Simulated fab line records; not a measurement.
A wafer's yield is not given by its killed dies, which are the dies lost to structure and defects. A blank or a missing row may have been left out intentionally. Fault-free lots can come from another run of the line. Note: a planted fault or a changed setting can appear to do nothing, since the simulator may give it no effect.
Which of the tools did it? -- flow gf180mcu -- at 1 step of a route of 602, 6 lots with 18 wafers sampled

## WHAT THE GAUGES READ, wafer by wafer
GF_M3_OVL_MEAS_15.
lot,measured,on,M3_OVL (nm)
L743,day 22 15:00,overlay-01,4 -1 2
L745,day 23 08:38,overlay-02,0 2 -5
L748,day 24 04:42,overlay-01,-9 -4 -2
L755,day 26 12:20,overlay-01,0 -1 1
L760,day 28 02:48,overlay-01,-2 -4 -1
L762,day 28 11:18,overlay-02,4 10 6

## WHAT TOOL EACH LOT RAN ON (gives the tool, then ch and the chambers of the sampled wafers, and finally the start)
There is no process step in the record ahead of these readings.

## THE ANSWER, worked out from the rows above alone
Rule: the usual values come from the lots themselves. Put in order of their means at a reading, lots are off if they are a third of the lots or fewer, leave a main group of 4 or more, and stand apart from it by a gap of 3 or more times the standard deviation of the main group's means; of several such gaps the widest counts. If all means in a main group match to the digits the tables above print for the reading, that group is not used. A lot without any number at a reading at which 4 lots or more have one is off too. All remaining lots with rows at the step are treated as sound.
None of the lots is off at any reading shown; this tells nothing.

## WHAT THE SIMULATOR HAD PUT IN
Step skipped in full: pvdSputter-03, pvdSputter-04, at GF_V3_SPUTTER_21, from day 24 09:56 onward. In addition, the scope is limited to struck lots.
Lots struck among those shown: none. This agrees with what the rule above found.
